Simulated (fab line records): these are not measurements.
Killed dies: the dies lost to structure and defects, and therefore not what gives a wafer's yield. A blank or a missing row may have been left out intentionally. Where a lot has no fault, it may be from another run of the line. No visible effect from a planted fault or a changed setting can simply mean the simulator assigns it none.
fab line records	flow gf180mcu
record lots=24	wafers=72	last_day=34
route steps=602 shown M2@376 V2@399 M4@456 MIM@503
lots that met no fault: taken from a fault-free run of the same line
start_h: hours from the record's opening day to when the first of the lot's shown wafers began	wait_h: how many hours have passed since the lot's step before this one	" as in the row above	L1.1+2: a single row standing in for several wafers	- value missing, or start not given	* or withheld: withheld	< > ~ a bound
route shown NAME@n: NAME is a module with steps in the file, n the number in the route of the first one	usual: the fault-free wafers' mean and standard deviation	same: alike in all rows	chamber/n: place in a boat	sites: the reading at each site	_std_site: standard deviation of those values	_edge_site: outer sites' mean less inner sites'	radius_mm: for every site, how far away it sits from the centre of the wafer	mask NAME#n: copy n	behind: the last tool/chamber to shape the wafer	hold: why the lot was held/for how many hours/how that ended	device: the n, p or np transistor that did not switch	end of line: the same wafers' tests at the end of the route	a step without rows: its recipe alone	killed: dies that structure and defects cost at the first sort, which is not the same as the wafer's yield	map: shows each die of a wafer: x if killed, . if not, _ if none is there
set.NAME: the setting as run; set.NAME@STEP: as run at that earlier step	model.NAME: the simulator's own value behind a step, which no gauge read
a sample of lots followed through the steps of the route, with each step as a table and each wafer as a row
services: from which hour (start_h, from the record's first day; less than 0 if before it) a tool's chamber was out of use, for how many hours, and why
## steps
# step GF_M2_CD_MEAS_14
# recipe target_cd_nm=280
# usual cd_nm=280.0/1.2
lot.wafer	tool	chamber	start_h	wait_h	cd_nm
L074.3	cd_sem-02	-	434.49	0.1	278.1
L074.4	"	-	"	"	279.5
L074.6	"	-	"	"	280.1
L075.3	cd_sem-02	-	446.70	0.1	279.4
L075.4	"	-	"	"	279.1
L075.5	"	-	"	"	279.2
L076.1	cd_sem-01	-	454.45	0.1	279.2
L076.3	"	-	"	"	279.7
L076.4	"	-	"	"	279.7
L077.1	cd_sem-02	-	464.25	0.1	278.2
L077.3	"	-	"	"	278.2
L077.6	"	-	"	"	277.0
L078.2	cd_sem-02	-	485.48	0.1	280.2
L078.3	"	-	"	"	279.1
L078.4	"	-	"	"	280.9
L079.3	cd_sem-02	-	491.65	0.1	281.4
L079.5	"	-	"	"	280.5
L079.6	"	-	"	"	281.4
L080.1	cd_sem-01	-	504.35	0.1	281.2
L080.2	"	-	"	"	279.5
L080.3	"	-	"	"	280.1
L081.3	cd_sem-01	-	511.81	0.2	279.5
L081.4	"	-	"	"	279.5
L081.6	"	-	"	"	279.0
L082.1	cd_sem-01	-	514.36	0.2	279.1
L082.2	"	-	"	"	278.5
L082.3	"	-	"	"	277.8
L083.3	cd_sem-01	-	522.39	0.1	283.2
L083.5	"	-	"	"	281.6
L083.6	"	-	"	"	283.2
L084.4	cd_sem-02	-	528.71	0.1	281.1
L084.5	"	-	"	"	279.8
L084.6	"	-	"	"	279.5
L085.1	cd_sem-01	-	542.25	0.1	280.8
L085.4	"	-	"	"	279.9
L085.6	"	-	"	"	279.1
L086.1	cd_sem-02	-	548.01	0.1	281.7
L086.4	"	-	"	"	282.1
L086.5	"	-	"	"	279.9
L087.2	cd_sem-02	-	554.87	0.1	277.9
L087.3	"	-	"	"	279.6
L087.6	"	-	"	"	278.5
L088.3	cd_sem-02	-	567.00	0.1	278.9
L088.4	"	-	"	"	278.9
L088.6	"	-	"	"	279.6
L089.2	cd_sem-01	-	580.23	0.1	279.2
L089.5	"	-	"	"	280.5
L089.6	"	-	"	"	280.3
L090.1	cd_sem-02	-	580.80	0.1	279.3
L090.2	"	-	"	"	280.8
L090.5	"	-	"	"	280.8
L091.4	cd_sem-01	-	587.16	0.1	280.4
L091.5	"	-	"	"	281.1
L091.6	"	-	"	"	280.4
L092.1	cd_sem-01	-	593.10	0.1	279.5
L092.2	"	-	"	"	279.7
L092.5	"	-	"	"	279.8
L093.3	cd_sem-01	-	601.94	0.1	281.9
L093.4	"	-	"	"	281.9
L093.6	"	-	"	"	282.7
L094.3	cd_sem-02	-	606.25	0.1	278.9
L094.4	"	-	"	"	280.8
L094.5	"	-	"	"	278.9
L095.2	cd_sem-02	-	612.12	0.1	281.1
L095.3	"	-	"	"	281.2
L095.4	"	-	"	"	280.4
L096.2	cd_sem-02	-	617.33	0.1	280.5
L096.3	"	-	"	"	279.9
L096.4	"	-	"	"	279.2
L097.1	cd_sem-01	-	624.51	0.1	279.8
L097.2	"	-	"	"	279.8
L097.6	"	-	"	"	280.1
# step GF_M2_STRIP_17
# recipe chemistry=O2/N2	power_w=1400	pressure_mtorr=1500	platen_temp_c=250	o2_flow_sccm=3000	n2_flow_sccm=300	overash_fraction=0.5
# usual drypump_motor_current_A=5.4/0.41	heater_power_w=326/26	oes_product_au=0.557/0.0045	strip_time_to_endpoint_s=7.86/0.052
lot.wafer	tool	chamber	start_h	wait_h	drypump_motor_current_A	heater_power_w	oes_product_au	rf_hours_counter_h	strip_time_to_endpoint_s
L074.3	plasma_asher-03	0	434.76	0.1	4.9	332	0.552	-	7.88
L074.4	"	1	"	"	5.9	278	0.555	-	7.94
L074.6	"	0	"	"	4.9	341	0.557	-	7.85
L075.3	plasma_asher-04	0	446.96	0.1	5.0	329	0.556	-	7.84
L075.4	"	1	"	"	5.4	354	0.556	-	7.84
L075.5	"	1	"	"	5.4	348	0.557	-	7.83
L076.1	plasma_asher-03	0	454.72	0.1	5.0	343	0.565	80	7.94
L076.3	"	0	"	"	5.0	337	0.554	-	7.80
L076.4	"	1	"	"	5.9	286	0.554	-	7.90
L077.1	plasma_asher-04	1	464.52	0.1	5.4	347	0.556	67	7.88
L077.3	"	0	"	"	5.0	330	0.546	-	7.81
L077.6	"	1	"	"	5.4	346	0.561	-	7.83
L078.2	plasma_asher-03	1	485.73	0.1	5.9	277	0.561	83	7.92
L078.3	"	0	"	"	5.0	333	0.553	-	7.91
L078.4	"	1	"	"	5.9	279	0.565	-	7.92
L079.3	plasma_asher-04	0	491.91	0.1	4.9	326	0.554	-	7.81
L079.5	"	1	"	"	5.4	355	0.556	-	7.82
L079.6	"	0	"	"	5.0	331	0.553	-	7.85
L080.1	plasma_asher-04	1	504.62	0.1	5.4	346	0.557	72	7.83
L080.2	"	0	"	"	5.0	334	0.556	72	7.78
L080.3	"	0	"	"	4.9	326	0.549	-	7.76
L081.3	plasma_asher-01	0	512.07	0.1	5.3	340	0.553	-	7.91
L081.4	"	1	"	"	6.1	299	0.564	-	7.91
L081.6	"	0	"	"	5.3	343	0.559	-	7.91
L082.1	plasma_asher-03	1	514.66	0.1	5.9	278	0.553	87	7.75
L082.2	"	0	"	"	4.9	341	0.550	87	7.81
L082.3	"	0	"	"	4.9	338	0.561	-	7.77
L083.3	plasma_asher-04	0	522.77	0.1	4.9	335	0.560	-	7.88
L083.5	"	0	"	"	5.0	331	0.556	-	7.85
L083.6	"	1	"	"	5.4	342	0.557	-	7.88
L084.4	plasma_asher-01	1	528.95	0.1	6.1	291	0.559	-	7.79
L084.5	"	0	"	"	5.3	350	0.559	-	7.86
L084.6	"	1	"	"	6.1	287	0.557	-	7.80
L085.1	plasma_asher-01	1	542.63	0.2	6.1	294	0.558	10	7.82
L085.4	"	1	"	"	6.1	295	0.548	-	7.83
L085.6	"	1	"	"	6.1	292	0.549	-	7.81
L086.1	plasma_asher-04	1	548.39	0.2	5.4	344	0.553	77	7.87
L086.4	"	1	"	"	5.4	342	0.557	-	7.86
L086.5	"	0	"	"	5.0	330	0.555	-	7.85
L087.2	plasma_asher-04	0	555.23	0.1	5.0	329	0.558	77	7.91
L087.3	"	0	"	"	4.9	329	0.558	-	7.88
L087.6	"	0	"	"	4.9	325	0.558	-	7.92
L088.3	plasma_asher-04	0	567.37	0.1	4.9	331	0.555	-	7.78
L088.4	"	1	"	"	5.4	347	0.555	-	7.80
L088.6	"	1	"	"	5.4	347	0.553	-	7.75
L089.2	plasma_asher-04	0	580.59	0.1	4.9	324	0.559	80	7.82
L089.5	"	1	"	"	5.4	355	0.552	-	7.78
L089.6	"	0	"	"	4.9	326	0.549	-	7.78
L090.1	plasma_asher-04	0	581.07	0.1	4.9	326	0.561	80	7.80
L090.2	"	1	"	"	5.4	349	0.561	80	7.91
L090.5	"	1	"	"	5.4	351	0.564	-	7.90
L091.4	plasma_asher-03	1	587.40	0.1	5.9	276	0.559	-	7.81
L091.5	"	1	"	"	5.9	284	0.554	-	7.87
L091.6	"	0	"	"	4.9	344	0.560	-	7.90
L092.1	plasma_asher-04	1	593.37	0.1	5.4	338	0.563	82	7.77
L092.2	"	0	"	"	5.0	324	0.559	82	7.91
L092.5	"	1	"	"	5.4	336	0.552	-	7.86
L093.3	plasma_asher-01	0	602.20	0.1	5.3	342	0.558	-	7.90
L093.4	"	1	"	"	6.1	292	0.561	-	7.80
L093.6	"	0	"	"	5.3	351	0.551	-	7.90
L094.3	plasma_asher-03	0	606.51	0.1	5.0	336	0.565	-	7.90
L094.4	"	1	"	"	5.9	273	0.555	-	7.92
L094.5	"	0	"	"	5.0	335	0.557	-	7.84
L095.2	plasma_asher-03	0	612.37	0.1	4.9	353	0.558	97	7.81
L095.3	"	0	"	"	5.0	336	0.557	-	7.93
L095.4	"	1	"	"	5.8	275	0.554	-	7.86
L096.2	plasma_asher-01	1	617.57	0.1	6.1	288	0.563	17	7.94
L096.3	"	1	"	"	6.1	301	0.561	-	7.96
L096.4	"	0	"	"	5.4	348	0.564	-	7.86
L097.1	plasma_asher-04	1	624.89	0.2	5.4	360	0.560	85	7.91
L097.2	"	0	"	"	5.0	335	0.557	85	7.91
L097.6	"	0	"	"	5.0	325	0.560	-	7.91
# step GF_V2_ETCH_17
# recipe chemistry=C4F8/O2/Ar	mask_material=KrF	target=SiO2	stop_on=TiN	source_w=1500	bias_w=1200	pressure_mtorr=40	c4f8_flow_sccm=withheld	O2_flow_sccm=6	Ar_flow_sccm=300	time_s=withheld	target_depth_a=6300
# usual oes_product_au=0.855/0.0049
lot.wafer	tool	chamber	start_h	wait_h	oes_product_au
L074.3	rie_diel-02	2	-	-	0.864
L074.4	"	3	"	"	0.853
L074.6	"	0	"	"	0.851
L075.3	rie_diel-03	2	-	-	0.860
L075.4	"	0	"	"	0.852
L075.5	"	2	"	"	0.854
L076.1	rie_diel-02	2	-	-	0.863
L076.3	"	0	"	"	0.862
L076.4	"	3	"	"	0.857
L077.1	rie_diel-03	1	-	-	0.851
L077.3	"	2	"	"	0.848
L077.6	"	2	"	"	0.849
L078.2	rie_diel-03	0	-	-	0.866
L078.3	"	1	"	"	0.852
L078.4	"	2	"	"	0.861
L079.3	rie_diel-02	3	-	-	0.856
L079.5	"	0	"	"	0.855
L079.6	"	2	"	"	0.864
L080.1	rie_diel-03	0	-	-	0.850
L080.2	"	1	"	"	0.851
L080.3	"	2	"	"	0.857
L081.3	rie_diel-04	2	-	-	0.853
L081.4	"	1	"	"	0.858
L081.6	"	1	"	"	0.853
L082.1	rie_diel-04	3	-	-	0.847
L082.2	"	2	"	"	0.848
L082.3	"	1	"	"	0.862
L083.3	rie_diel-04	3	-	-	0.856
L083.5	"	0	"	"	0.851
L083.6	"	3	"	"	0.859
L084.4	rie_diel-02	3	-	-	0.853
L084.5	"	1	"	"	0.855
L084.6	"	2	"	"	0.858
L085.1	rie_diel-03	2	-	-	0.855
L085.4	"	0	"	"	0.862
L085.6	"	2	"	"	0.849
L086.1	rie_diel-04	3	-	-	0.860
L086.4	"	1	"	"	0.854
L086.5	"	2	"	"	0.859
L087.2	rie_diel-02	3	-	-	0.852
L087.3	"	0	"	"	0.851
L087.6	"	0	"	"	0.859
L088.3	rie_diel-02	3	-	-	0.860
L088.4	"	2	"	"	0.852
L088.6	"	3	"	"	0.865
L089.2	rie_diel-02	2	-	-	0.852
L089.5	"	3	"	"	0.864
L089.6	"	0	"	"	0.861
L090.1	rie_diel-03	2	-	-	0.859
L090.2	"	3	"	"	0.857
L090.5	"	3	"	"	0.853
L091.4	rie_diel-02	3	-	-	0.859
L091.5	"	3	"	"	0.851
L091.6	"	0	"	"	0.843
L092.1	rie_diel-02	3	-	-	0.858
L092.2	"	1	"	"	0.860
L092.5	"	1	"	"	0.853
L093.3	rie_diel-02	2	-	-	0.856
L093.4	"	0	"	"	0.846
L093.6	"	0	"	"	0.853
L094.3	rie_diel-03	3	-	-	0.855
L094.4	"	2	"	"	0.860
L094.5	"	0	"	"	0.857
L095.2	rie_diel-02	1	-	-	0.855
L095.3	"	2	"	"	0.849
L095.4	"	0	"	"	0.852
L096.2	rie_diel-02	0	-	-	0.859
L096.3	"	1	"	"	0.853
L096.4	"	2	"	"	0.860
L097.1	rie_diel-02	2	-	-	0.847
L097.2	"	3	"	"	0.849
L097.6	"	3	"	"	0.860
# step GF_M4_SPUTTER_00
# recipe material=Ti	target_thk_nm=37.5	arriving_ion_energy_ev=80	substrate_temp_c=200	chamber_pressure_pa=2	power_w=4000	time_s=150
# usual throttle_valve_pct=29.9/0.81
lot.wafer	tool	chamber	start_h	wait_h	throttle_valve_pct
L074.3	pvd_sputter-03	-	511.29	0.2	30.5
L074.4	"	-	"	"	29.5
L074.6	"	-	"	"	29.0
L075.3	pvd_sputter-02	-	524.34	0.2	29.3
L075.4	"	-	"	"	29.8
L075.5	"	-	"	"	28.9
L076.1	pvd_sputter-04	-	532.66	0.1	31.9
L076.3	"	-	"	"	30.7
L076.4	"	-	"	"	29.4
L077.1	pvd_sputter-04	-	541.22	0.1	29.6
L077.3	"	-	"	"	30.5
L077.6	"	-	"	"	31.8
L078.2	pvd_sputter-02	-	561.09	0.2	30.9
L078.3	"	-	"	"	28.8
L078.4	"	-	"	"	29.3
L079.3	pvd_sputter-03	-	566.53	0.2	30.2
L079.5	"	-	"	"	29.0
L079.6	"	-	"	"	30.7
L080.1	pvd_sputter-02	-	582.20	0.1	29.4
L080.2	"	-	"	"	28.9
L080.3	"	-	"	"	29.7
L081.3	pvd_sputter-03	-	585.94	0.1	28.9
L081.4	"	-	"	"	29.5
L081.6	"	-	"	"	30.9
L082.1	pvd_sputter-02	-	588.10	0.1	29.4
L082.2	"	-	"	"	28.8
L082.3	"	-	"	"	30.9
L083.3	pvd_sputter-03	-	595.15	0.2	30.8
L083.5	"	-	"	"	29.5
L083.6	"	-	"	"	30.8
L084.4	pvd_sputter-04	-	600.91	0.1	29.4
L084.5	"	-	"	"	29.7
L084.6	"	-	"	"	31.0
L085.1	pvd_sputter-02	-	613.75	0.1	29.6
L085.4	"	-	"	"	28.9
L085.6	"	-	"	"	29.6
L086.1	pvd_sputter-02	-	619.57	0.2	29.9
L086.4	"	-	"	"	30.8
L086.5	"	-	"	"	28.8
L087.2	pvd_sputter-04	-	623.86	0.1	30.5
L087.3	"	-	"	"	29.5
L087.6	"	-	"	"	29.5
L088.3	pvd_sputter-02	-	636.54	0.2	30.8
L088.4	"	-	"	"	29.5
L088.6	"	-	"	"	30.9
L089.2	pvd_sputter-03	-	648.79	0.2	30.5
L089.5	"	-	"	"	28.9
L089.6	"	-	"	"	30.8
L090.1	pvd_sputter-02	-	649.39	0.2	29.5
L090.2	"	-	"	"	28.9
L090.5	"	-	"	"	29.2
L091.4	pvd_sputter-04	-	654.34	0.1	29.5
L091.5	"	-	"	"	29.6
L091.6	"	-	"	"	30.5
L092.1	pvd_sputter-03	-	660.54	0.2	30.5
L092.2	"	-	"	"	30.8
L092.5	"	-	"	"	30.5
L093.3	pvd_sputter-03	-	668.16	0.1	28.8
L093.4	"	-	"	"	29.5
L093.6	"	-	"	"	30.6
L094.3	pvd_sputter-03	-	672.36	0.1	30.7
L094.4	"	-	"	"	30.5
L094.5	"	-	"	"	28.7
L095.2	pvd_sputter-02	-	678.12	0.1	30.8
L095.3	"	-	"	"	29.7
L095.4	"	-	"	"	29.0
L096.2	pvd_sputter-02	-	682.81	0.1	29.4
L096.3	"	-	"	"	29.7
L096.4	"	-	"	"	30.9
L097.1	pvd_sputter-03	-	688.36	0.1	29.9
L097.2	"	-	"	"	29.0
L097.6	"	-	"	"	29.8
# step GF_M4_STRIP_17
# recipe chemistry=O2/N2	power_w=1400	pressure_mtorr=1500	platen_temp_c=250	o2_flow_sccm=3000	n2_flow_sccm=300	overash_fraction=0.5
# usual drypump_motor_current_A=5.5/0.44	heater_power_w=319/28	oes_product_au=0.558/0.0049	strip_time_to_endpoint_s=7.88/0.051
lot.wafer	tool	chamber	start_h	wait_h	drypump_motor_current_A	heater_power_w	oes_product_au	rf_hours_counter_h	strip_time_to_endpoint_s
L074.3	plasma_asher-03	1	534.75	0.1	5.9	279	0.559	-	7.85
L074.4	"	0	"	"	4.9	341	0.556	-	7.86
L074.6	"	1	"	"	5.9	281	0.570	-	7.87
L075.3	plasma_asher-01	0	547.70	0.1	5.3	350	0.560	-	7.94
L075.4	"	1	"	"	6.1	295	0.564	-	7.95
L075.5	"	1	"	"	6.1	291	0.565	-	7.91
L076.1	plasma_asher-03	1	555.47	0.1	5.9	275	0.560	91	8.02
L076.3	"	1	"	"	5.9	282	0.562	-	7.96
L076.4	"	0	"	"	5.0	342	0.558	-	7.99
L077.1	plasma_asher-03	0	564.13	0.2	5.0	347	0.556	92	7.86
L077.3	"	1	"	"	5.8	280	0.560	-	7.87
L077.6	"	1	"	"	5.9	281	0.556	-	7.87
L078.2	plasma_asher-04	0	583.02	0.1	4.9	321	0.560	80	7.90
L078.3	"	1	"	"	5.4	349	0.544	-	7.76
L078.4	"	0	"	"	4.9	337	0.558	-	7.88
L079.3	plasma_asher-04	0	588.95	0.1	5.0	326	0.558	-	7.93
L079.5	"	0	"	"	4.9	328	0.553	-	7.80
L079.6	"	1	"	"	5.4	344	0.561	-	7.94
L080.1	plasma_asher-03	0	604.07	0.1	4.9	342	0.553	96	7.94
L080.2	"	1	"	"	5.9	278	0.560	96	7.94
L080.3	"	0	"	"	4.9	338	0.560	-	7.93
L081.3	plasma_asher-01	1	607.05	0.1	6.1	286	0.562	-	7.89
L081.4	"	0	"	"	5.3	343	0.553	-	7.84
L081.6	"	0	"	"	5.3	342	0.554	-	7.83
L082.1	plasma_asher-01	1	609.47	0.1	6.1	292	0.557	16	7.88
L082.2	"	0	"	"	5.3	343	0.563	16	7.94
L082.3	"	1	"	"	6.1	282	0.558	-	7.94
L083.3	plasma_asher-04	0	616.55	0.1	5.0	327	0.560	-	7.82
L083.5	"	0	"	"	5.0	328	0.556	-	7.89
L083.6	"	1	"	"	5.4	342	0.563	-	7.82
L084.4	plasma_asher-01	1	622.10	0.1	6.1	293	0.557	-	7.91
L084.5	"	0	"	"	5.4	340	0.562	-	7.89
L084.6	"	1	"	"	6.1	296	0.554	-	7.86
L085.1	plasma_asher-01	0	634.82	0.1	5.4	347	0.561	19	7.83
L085.4	"	0	"	"	5.4	347	0.558	-	7.85
L085.6	"	1	"	"	6.1	285	0.559	-	7.84
L086.1	plasma_asher-03	0	639.77	0.1	5.0	341	0.559	100	7.87
L086.4	"	0	"	"	4.9	341	0.552	-	7.84
L086.5	"	1	"	"	5.9	272	0.560	-	7.84
L087.2	plasma_asher-03	0	645.12	0.1	4.9	344	0.558	101	7.87
L087.3	"	0	"	"	4.9	346	0.560	-	7.86
L087.6	"	1	"	"	5.9	279	0.560	-	7.88
L088.3	plasma_asher-03	0	656.90	0.1	5.0	333	0.554	-	7.79
L088.4	"	1	"	"	5.9	280	0.552	-	7.87
L088.6	"	1	"	"	5.9	278	0.560	-	7.88
L089.2	plasma_asher-04	1	668.69	0.1	5.4	344	0.561	90	7.93
L089.5	"	1	"	"	5.4	340	0.556	-	7.91
L089.6	"	0	"	"	5.0	327	0.557	-	7.94
L090.1	plasma_asher-03	0	669.04	0.2	5.0	343	0.564	103	7.84
L090.2	"	1	"	"	5.8	282	0.559	103	7.88
L090.5	"	1	"	"	5.9	274	0.558	-	7.87
L091.4	plasma_asher-01	1	673.86	0.1	6.1	296	0.554	-	7.90
L091.5	"	1	"	"	6.1	285	0.558	-	7.90
L091.6	"	0	"	"	5.3	346	0.561	-	7.89
L092.1	plasma_asher-03	0	680.09	0.2	4.9	337	0.553	105	7.93
L092.2	"	1	"	"	5.8	281	0.557	105	7.95
L092.5	"	0	"	"	5.0	341	0.560	-	7.97
L093.3	plasma_asher-04	0	687.31	0.1	4.9	330	0.560	-	7.83
L093.4	"	1	"	"	5.4	350	0.561	-	7.85
L093.6	"	0	"	"	4.9	322	0.547	-	7.86
L094.3	plasma_asher-01	0	691.75	0.1	5.3	352	0.556	-	7.94
L094.4	"	1	"	"	6.1	289	0.554	-	7.87
L094.5	"	0	"	"	5.3	339	0.559	-	7.91
L095.2	plasma_asher-04	1	697.37	0.1	5.4	339	0.554	93	7.90
L095.3	"	1	"	"	5.5	348	0.552	-	7.94
L095.4	"	0	"	"	5.0	331	0.562	-	7.87
L096.2	plasma_asher-01	0	701.82	0.1	5.3	339	0.554	26	7.87
L096.3	"	1	"	"	6.1	290	0.562	-	7.82
L096.4	"	0	"	"	5.3	350	0.556	-	7.83
L097.1	plasma_asher-01	1	707.69	0.2	6.1	292	0.547	26	7.88
L097.2	"	0	"	"	5.3	343	0.553	26	7.89
L097.6	"	0	"	"	5.3	347	0.557	-	7.87
# step GF_MIM_SPUTTER_00
# recipe material=Ti	target_thk_nm=37.5	arriving_ion_energy_ev=80	substrate_temp_c=200	chamber_pressure_pa=2	power_w=4000	time_s=150
# usual throttle_valve_pct=30.1/0.8
lot.wafer	tool	chamber	start_h	wait_h	throttle_valve_pct
L074.3	pvd_sputter-03	-	559.85	0.1	29.6
L074.4	"	-	"	"	30.8
L074.6	"	-	"	"	28.8
L075.3	pvd_sputter-03	-	573.37	0.1	30.4
L075.4	"	-	"	"	30.9
L075.5	"	-	"	"	28.8
L076.1	pvd_sputter-01	-	579.79	0.2	30.5
L076.3	"	-	"	"	30.6
L076.4	"	-	"	"	29.1
L077.1	pvd_sputter-01	-	588.53	0.1	30.6
L077.3	"	-	"	"	30.6
L077.6	"	-	"	"	30.6
L078.2	pvd_sputter-03	-	606.74	0.2	30.9
L078.3	"	-	"	"	29.3
L078.4	"	-	"	"	28.8
L079.3	pvd_sputter-01	-	612.27	0.2	29.2
L079.5	"	-	"	"	29.3
L079.6	"	-	"	"	31.1
L080.1	pvd_sputter-03	-	627.92	0.1	30.6
L080.2	"	-	"	"	30.9
L080.3	"	-	"	"	29.6
L081.3	pvd_sputter-02	-	630.61	0.2	31.2
L081.4	"	-	"	"	28.8
L081.6	"	-	"	"	29.7
L082.1	pvd_sputter-02	-	633.17	0.2	29.5
L082.2	"	-	"	"	28.9
L082.3	"	-	"	"	29.5
L083.3	pvd_sputter-03	-	640.03	0.1	30.8
L083.5	"	-	"	"	29.7
L083.6	"	-	"	"	30.5
L084.4	pvd_sputter-01	-	644.84	0.1	29.0
L084.5	"	-	"	"	30.6
L084.6	"	-	"	"	30.7
L085.1	pvd_sputter-01	-	657.42	0.2	29.1
L085.4	"	-	"	"	30.7
L085.6	"	-	"	"	31.0
L086.1	pvd_sputter-02	-	662.22	0.1	29.7
L086.4	"	-	"	"	30.7
L086.5	"	-	"	"	29.5
L087.2	pvd_sputter-02	-	666.37	0.1	29.9
L087.3	"	-	"	"	30.9
L087.6	"	-	"	"	29.8
L088.3	pvd_sputter-03	-	678.48	0.2	30.9
L088.4	"	-	"	"	29.6
L088.6	"	-	"	"	30.8
L089.2	pvd_sputter-02	-	689.33	0.1	29.3
L089.5	"	-	"	"	28.9
L089.6	"	-	"	"	30.6
L090.1	pvd_sputter-01	-	690.88	0.1	30.8
L090.2	"	-	"	"	30.6
L090.5	"	-	"	"	30.8
L091.4	pvd_sputter-02	-	695.29	0.3	29.5
L091.5	"	-	"	"	29.8
L091.6	"	-	"	"	30.8
L092.1	pvd_sputter-01	-	701.97	0.2	29.0
L092.2	"	-	"	"	30.3
L092.5	"	-	"	"	31.1
L093.3	pvd_sputter-01	-	707.87	0.1	30.6
L093.4	"	-	"	"	31.2
L093.6	"	-	"	"	30.4
L094.3	pvd_sputter-03	-	712.63	0.2	30.0
L094.4	"	-	"	"	28.8
L094.5	"	-	"	"	30.4
L095.2	pvd_sputter-01	-	719.02	0.1	29.5
L095.3	"	-	"	"	30.8
L095.4	"	-	"	"	30.6
L096.2	pvd_sputter-01	-	722.54	0.1	30.5
L096.3	"	-	"	"	29.1
L096.4	"	-	"	"	31.0
L097.1	pvd_sputter-01	-	729.31	0.2	30.7
L097.2	"	-	"	"	30.7
L097.6	"	-	"	"	30.4
## services
tool	chamber	start_h	hours	kind
plasma_asher-01	-	421.25	9.0	pm
rie_diel-03	0	421.29	8.3	repair
pvd_sputter-03	-	426.83	0.5	repair
rie_diel-03	3	429.80	70.1	repair
plasma_asher-04	-	437.62	4.6	repair
rie_diel-03	2	455.40	10.7	repair
rie_diel-03	1	465.68	6.6	repair
plasma_asher-01	-	480.20	14.6	pm
pvd_sputter-02	-	497.27	4.7	repair
plasma_asher-01	-	499.75	2.3	repair
pvd_sputter-03	-	524.32	4.7	repair
rie_diel-03	3	528.27	15.3	repair
rie_diel-03	-	531.05	2.8	pm
pvd_sputter-01	-	533.30	1.1	repair
rie_diel-03	2	541.76	1.9	repair
rie_diel-03	1	558.18	121.3	repair
pvd_sputter-02	-	617.38	1.4	repair
plasma_asher-04	-	619.69	1.0	repair
rie_diel-03	0	620.55	4.2	repair
rie_diel-03	0	630.32	9.6	repair
plasma_asher-01	-	652.47	7.9	repair
rie_diel-03	-	665.19	0.7	repair
plasma_asher-03	-	698.42	3.7	repair
rie_diel-02	0	700.39	7.4	repair
## key
fault none
